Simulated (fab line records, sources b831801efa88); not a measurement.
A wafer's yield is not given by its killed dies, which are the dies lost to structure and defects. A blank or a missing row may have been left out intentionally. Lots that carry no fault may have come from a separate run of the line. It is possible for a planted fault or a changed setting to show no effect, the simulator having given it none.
The tool behind it: which one? | flow gf180mcu | 12 lots, 36 wafers sampled, at 1 step of a route of 602

== WHAT EACH GAUGE READ, for each wafer ==
GF_STI_THK_MEAS_02.
lot  | measured    | on            | STI_OXIDATION_THK (nm)
L075 | day 1 16:43 | film-metro-01 | 9.73 9.93 9.74
L077 | day 2 02:32 | film-metro-04 | 10.07 10.14 10.08
L079 | day 2 12:32 | film-metro-04 | 9.95 9.80 9.62
L081 | day 2 22:31 | film-metro-03 | 9.85 9.96 9.87
L083 | day 3 08:31 | film-metro-03 | 10.33 10.47 10.54
L085 | day 3 18:31 | film-metro-03 | 10.19 10.05 9.94
L087 | day 4 05:00 | film-metro-01 | 9.98 10.11 10.10
L089 | day 4 15:02 | film-metro-01 | 10.23 10.35 10.24
L091 | day 5 00:38 | film-metro-03 | 10.12 10.01 10.10
L093 | day 5 10:56 | film-metro-01 | 9.99 9.94 9.79
L095 | day 5 20:32 | film-metro-04 | 9.94 9.98 9.94
L097 | day 6 06:40 | film-metro-03 | 10.10 10.09 9.94

== TOOL THAT RAN EACH LOT (tool first, then ch and the chambers of the sampled wafers, then the start) ==
The record holds no process step before these readings.

== THE ANSWER, worked out from the rows above alone ==
Rule: what is usual is taken from the lots themselves. The widest of any qualifying gaps counts: lots, ordered by their means at a reading, are off when they make up no more than a third of the lots, leave a main group of 4 or more, and stand apart from it by 3 or more times the standard deviation of that group's means. If all means in a main group match to the digits the tables above print for the reading, that group is not used. A lot without any number at a reading at which 4 lots or more have one is off too. Any other lot the step has rows for is counted as sound.
None of the lots is off at any reading shown; this tells nothing.

== WHAT WAS PUT IN BY THE SIMULATOR ==
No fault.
